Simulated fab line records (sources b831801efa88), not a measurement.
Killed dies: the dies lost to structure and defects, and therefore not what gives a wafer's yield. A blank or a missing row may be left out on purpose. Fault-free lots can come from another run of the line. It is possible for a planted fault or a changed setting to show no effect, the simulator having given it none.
fab line records	flow sky130
[record] lots = 13	wafers = 39	last-day = 50
route steps=708 shown VT_ADJUST_HVTP@96 SONOS_TUNNEL@163 SD_N@350 RES_XHIGH@360 PAD_OPEN@708
lots that met no fault: taken from a fault-free run of the same line
start-h: hours from the record's opening day to when the first of the lot's shown wafers began	wait-h: how many hours have passed since the lot's step before this one	" unchanged from the row above	L1.1+2: a row that stands for several wafers	- no value, or no start was given	* or withheld: withheld	< > ~ a bound
route shown NAME@n: a module of which the file shows steps, and the number in the route of the first	usual: average and standard deviation across the fault-free wafers	same: alike in all rows	chamber/n: place in a boat	sites: readings site by site	_std_site: standard deviation of those values	_edge_site: the outer-site mean with the inner-site mean subtracted	radius-mm: for every site, how far away it sits from the centre of the wafer	mask NAME#n: copy n	behind: tool/chamber where the wafer was last shaped	hold: why the lot was held/for how many hours/how that ended	device: the transistor (n, p or np) that didn't switch	end of line: tests of these same wafers at the route's end	for a step that has no rows: nothing shown but its recipe	killed: dies that structure and defects cost at the first sort, which is not the same as the wafer's yield	map: dies across one wafer; x = killed, . = not, _ = none there
set.NAME: setting as actually run; set.NAME@STEP: the setting as run at that earlier step	model.NAME: the simulator's own value behind a step, which no gauge read
steps of the route over a sample of lots; a table a step, a row a wafer
services: from which hour (start-h, from the record's first day; less than 0 if before it) a tool's chamber was out of use, for how many hours, and why
[[steps]]
[step SKY_VT_ADJUST_HVTP_TW_MEAS_11]
[usual] VT_ADJUST_HVTP_TW = 1354/9.3
lot.wafer	tool	chamber	start-h	wait-h	VT_ADJUST_HVTP_TW
L120.3	film-metro-02	-	125.30	0.1	1334
L120.4	"	-	"	"	1334
L120.6	"	-	"	"	1340
L121.1	film-metro-03	-	132.83	0.1	1355
L121.5	"	-	"	"	1353
L121.6	"	-	"	"	1351
L122.2	film-metro-01	-	137.14	0.1	1364
L122.3	"	-	"	"	1361
L122.4	"	-	"	"	1362
L123.2	film-metro-03	-	143.93	0.1	1361
L123.3	"	-	"	"	1358
L123.5	"	-	"	"	1362
L124.2	film-metro-02	-	156.08	0.1	1357
L124.3	"	-	"	"	1345
L124.5	"	-	"	"	1345
L129.1	film-metro-02	-	194.49	0.1	1346
L129.3	"	-	"	"	1342
L129.5	"	-	"	"	1348
L133.1	film-metro-03	-	211.98	0.1	1344
L133.2	"	-	"	"	1352
L133.3	"	-	"	"	1353
L134.1	film-metro-02	-	219.84	0.1	1347
L134.3	"	-	"	"	1356
L134.6	"	-	"	"	1346
L135.2	film-metro-01	-	223.95	0.1	1372
L135.4	"	-	"	"	1365
L135.5	"	-	"	"	1361
L136.1	film-metro-03	-	234.09	0.1	1350
L136.3	"	-	"	"	1343
L136.4	"	-	"	"	1351
L139.4	film-metro-03	-	252.70	0.1	1357
L139.5	"	-	"	"	1345
L139.6	"	-	"	"	1353
L140.1	film-metro-01	-	255.42	0.1	1375
L140.3	"	-	"	"	1364
L140.5	"	-	"	"	1368
L141.2	film-metro-02	-	259.89	0.1	1341
L141.3	"	-	"	"	1337
L141.6	"	-	"	"	1341
[step SKY_SONOS_TUNNEL_IMPLANT_09]
[recipe] species = B	energy-kev = 20	dose-cm2 = 1e+12	tilt-deg = withheld
[usual] beam-energy-keV = 20.000/0.0058	dose-ions-cm2 = 1.0001e+12/1.1e+09	end-station-pressure-torr = 5e-06/2.7e-07
[same] implant-ion-amu = 11
lot.wafer	tool	chamber	start-h	wait-h	beam-energy-keV	dose-ions-cm2	end-station-pressure-torr
L120.3	implanter-02	0	250.36	0.1	20.009	1.0012e+12	5.04e-06
L120.4	"	0	"	"	20.007	9.999e+11	4.67e-06
L120.6	"	0	"	"	20.001	9.994e+11	4.71e-06
L121.1	implanter-03	0	261.36	0.0	19.997	1.0006e+12	5.68e-06
L121.5	"	0	"	"	19.991	1.0003e+12	4.91e-06
L121.6	"	0	"	"	19.994	1.0007e+12	5.33e-06
L122.2	implanter-03	0	268.04	0.0	19.995	9.992e+11	4.53e-06
L122.3	"	0	"	"	19.997	1.0002e+12	5e-06
L122.4	"	0	"	"	19.995	1.0007e+12	5.47e-06
L123.2	implanter-02	0	273.79	0.0	20.008	1.0006e+12	4.62e-06
L123.3	"	0	"	"	19.994	1.0013e+12	4.97e-06
L123.5	"	0	"	"	19.999	1.0013e+12	4.83e-06
L124.2	implanter-03	0	292.69	0.0	20.011	1.0002e+12	5.1e-06
L124.3	"	0	"	"	20.001	1.0009e+12	4.95e-06
L124.5	"	0	"	"	20.014	1.0005e+12	4.84e-06
L129.1	implanter-03	0	338.06	0.0	18.672	1.001e+12	5.28e-06
L129.3	"	0	"	"	18.679	1.0015e+12	5.09e-06
L129.5	"	0	"	"	18.677	1.0025e+12	5.4e-06
L133.1	implanter-03	0	362.66	0.0	18.678	9.998e+11	5.03e-06
L133.2	"	0	"	"	18.671	9.997e+11	4.94e-06
L133.3	"	0	"	"	18.673	9.995e+11	4.51e-06
L134.1	implanter-01	0	371.98	0.0	19.997	9.992e+11	5.41e-06
L134.3	"	0	"	"	20.002	9.986e+11	5.22e-06
L134.6	"	0	"	"	19.995	9.993e+11	4.79e-06
L135.2	implanter-02	0	376.95	0.0	19.997	9.997e+11	4.73e-06
L135.4	"	0	"	"	19.998	1.0008e+12	5.12e-06
L135.5	"	0	"	"	19.998	9.999e+11	5.16e-06
L136.1	implanter-01	0	389.28	0.0	19.999	9.975e+11	4.8e-06
L136.3	"	0	"	"	20.000	9.968e+11	4.89e-06
L136.4	"	0	"	"	20.007	9.978e+11	4.53e-06
L139.4	implanter-03	0	413.35	0.1	19.996	1.0005e+12	4.55e-06
L139.5	"	0	"	"	19.996	1.0021e+12	5.51e-06
L139.6	"	0	"	"	19.992	1.0014e+12	5.3e-06
L140.1	implanter-03	0	415.61	0.0	19.991	1.0004e+12	5.1e-06
L140.3	"	0	"	"	19.995	1.0008e+12	5.42e-06
L140.5	"	0	"	"	19.995	9.997e+11	5.09e-06
L141.2	implanter-03	0	422.64	0.0	19.998	1.0001e+12	5.06e-06
L141.3	"	0	"	"	19.997	9.993e+11	5.06e-06
L141.6	"	0	"	"	20.000	1e+12	4.82e-06
[step SKY_SD_N_OVL_MEAS_08]
[usual] SD_N_OVL = -0.6/1.7
lot.wafer	tool	chamber	start-h	wait-h	SD_N_OVL[nm]
L120.3	overlay-01	-	646.84	0.1	-4.0
L120.4	"	-	"	"	-3.0
L120.6	"	-	"	"	-2.8
L121.1	overlay-01	-	659.53	0.1	-1.4
L121.5	"	-	"	"	-0.8
L121.6	"	-	"	"	-1.9
L122.2	overlay-02	-	669.71	0.1	-1.7
L122.3	"	-	"	"	-2.8
L122.4	"	-	"	"	-1.3
L123.2	overlay-01	-	670.38	0.1	-1.0
L123.3	"	-	"	"	-4.4
L123.5	"	-	"	"	-1.4
L124.2	overlay-02	-	696.66	0.1	1.9
L124.3	"	-	"	"	2.2
L124.5	"	-	"	"	-0.4
L129.1	overlay-01	-	737.78	0.1	-1.4
L129.3	"	-	"	"	0.4
L129.5	"	-	"	"	-1.7
L133.1	overlay-02	-	762.43	0.1	0.0
L133.2	"	-	"	"	0.6
L133.3	"	-	"	"	-0.5
L134.1	overlay-02	-	769.68	0.1	-1.7
L134.3	"	-	"	"	-1.6
L134.6	"	-	"	"	-1.4
L135.2	overlay-02	-	777.38	0.1	-2.7
L135.4	"	-	"	"	-1.1
L135.5	"	-	"	"	-2.1
L136.1	overlay-02	-	784.33	0.1	1.3
L136.3	"	-	"	"	0.9
L136.4	"	-	"	"	2.0
L139.4	overlay-01	-	808.95	0.1	-1.5
L139.5	"	-	"	"	-1.3
L139.6	"	-	"	"	-1.4
L140.1	overlay-01	-	811.01	0.1	-1.9
L140.3	"	-	"	"	-2.8
L140.5	"	-	"	"	-2.1
L141.2	overlay-01	-	815.54	0.1	-0.1
L141.3	"	-	"	"	0.4
L141.6	"	-	"	"	0.0
[step SKY_SD_N_RS_MEAS_18]
[recipe] thk-meas-gauge = four-point-probe
[usual] RES_XHIGH_RS = 332.9/1.2
lot.wafer	tool	chamber	start-h	wait-h	RES_XHIGH_RS[ohm/sq]
L120.3	film-metro-03	-	647.83	0.1	333.6
L120.4	"	-	"	"	334.8
L120.6	"	-	"	"	333.1
L121.1	film-metro-02	-	660.48	0.1	332.7
L121.5	"	-	"	"	333.2
L121.6	"	-	"	"	333.3
L122.2	film-metro-02	-	670.71	0.1	332.2
L122.3	"	-	"	"	331.0
L122.4	"	-	"	"	332.4
L123.2	film-metro-02	-	671.37	0.1	332.6
L123.3	"	-	"	"	333.5
L123.5	"	-	"	"	332.9
L124.2	film-metro-01	-	697.63	0.1	335.6
L124.3	"	-	"	"	334.4
L124.5	"	-	"	"	333.9
L129.1	film-metro-01	-	738.74	0.1	334.3
L129.3	"	-	"	"	334.0
L129.5	"	-	"	"	334.3
L133.1	film-metro-02	-	763.44	0.1	333.5
L133.2	"	-	"	"	333.3
L133.3	"	-	"	"	331.7
L134.1	film-metro-01	-	770.69	0.1	332.8
L134.3	"	-	"	"	333.8
L134.6	"	-	"	"	332.6
L135.2	film-metro-03	-	778.41	0.1	335.2
L135.4	"	-	"	"	334.6
L135.5	"	-	"	"	334.5
L136.1	film-metro-02	-	785.29	0.1	332.7
L136.3	"	-	"	"	333.6
L136.4	"	-	"	"	331.8
L139.4	film-metro-01	-	809.95	0.1	332.0
L139.5	"	-	"	"	331.7
L139.6	"	-	"	"	333.4
L140.1	film-metro-02	-	811.96	0.1	333.2
L140.3	"	-	"	"	333.5
L140.5	"	-	"	"	331.9
L141.2	film-metro-02	-	816.51	0.1	331.4
L141.3	"	-	"	"	333.0
L141.6	"	-	"	"	331.6
[step SKY_PAD_OPEN_PROBE_99]
[usual] killed_at_M0_to_M3 = 42/6.9	killed_at_M4_up = 3.2/1.7	killed-at-contacts = 23/5.5	killed-at-front-end = 16/4	killed-at-other = 0.4/0.55	killed-dies = 85/9.2	killed-open = 46/6.8	killed-short = 38/6.2
[same] gross-dies = 492	killed-at-back-side = 0
lot.wafer	tool	chamber	start-h	wait-h	killed_at_M0_to_M3	killed_at_M4_up	killed-at-contacts	killed-at-front-end	killed-at-other	killed-dies	killed-open	killed-short
L134.1	prober-01	-	1163.31	0.1	36	5	17	21	0	79	40	39
L134.3	prober-01	-	1163.41	0.2	31	5	20	15	0	71	41	30
L134.6	prober-01	-	1163.56	0.2	34	6	22	22	1	85	42	43
// killed by level:class
L134.1 METAL2:geometric-particle:short=8 FIELD_ISO:geometric-particle:short=7 VIA3:geometric-particle:open=7 VIA2:geometric-particle:open=7 VIA1:geometric-particle:open=7 CONTACT:geometric-particle:open=6 CONTACT:geometric-particle:short=5 POLY_GATE:geometric-particle:open=4
L134.3 LI_CONTACT:geometric-particle:open=8 VIA2:geometric-particle:open=6 VIA3:geometric-particle:short=6 FIELD_ISO:geometric-particle:open=5 POLY_GATE:geometric-particle:open=5 CONTACT:geometric-particle:open=5 VIA3:geometric-particle:open=5 LOCAL_INTERCONNECT:geometric-particle:short=4
L134.6 FIELD_ISO:geometric-particle:open=8 CONTACT:geometric-particle:open=6 METAL2:geometric-particle:short=6 FIELD_ISO:geometric-particle:short=5 LI_CONTACT:geometric-particle:open=5 CONTACT:geometric-particle:short=5 POLY_GATE:geometric-particle:open=4 METAL1:geometric-particle:short=4
[[services]]
tool	chamber	start-h	hours	kind
implanter-01	-	231.84	3.8	pm
implanter-02	-	290.97	2.7	repair
implanter-03	-	299.41	4.2	repair
implanter-03	-	304.15	2.3	repair
implanter-03	-	308.12	2.9	repair
implanter-01	-	338.13	2.4	repair
implanter-03	-	340.82	15.0	repair
implanter-03	-	380.22	1.2	repair
implanter-01	-	401.20	1.1	repair
implanter-02	-	417.30	6.3	repair
[[key]]
[first-sign] step = SKY_SONOS_TUNNEL_IMPLANT_09	reading = beam-energy-keV	direction = down	sigmas = 99+	usual = *	struck = *
effect none on later readings
met-at SKY_SONOS_TUNNEL_IMPLANT_09
struck-lots L129,L133
tester-left-out L129,L133
not-acting-at SKY_VT_ADJUST_HVTP_TW_MEAS_11,SKY_SD_N_OVL_MEAS_08,SKY_SD_N_RS_MEAS_18
onset-between 292.69 338.06
[fault] kind = process-parameter-drift	tool = implanter-03	chamber = -	onset-h = 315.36	steps = SKY_SONOS_TUNNEL_IMPLANT_09	channel = energy-kev	offset = *	shape = step	end-h = 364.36	acts-in = *	stated = *
// tester-left-out: of these lots the tester's yield and bins aren't shown, on N5 and GAA mostly nor the transistor test; their killed dies are dies lost to structure and defects alone, not to doping, threshold or leakage, so they don't give the yield
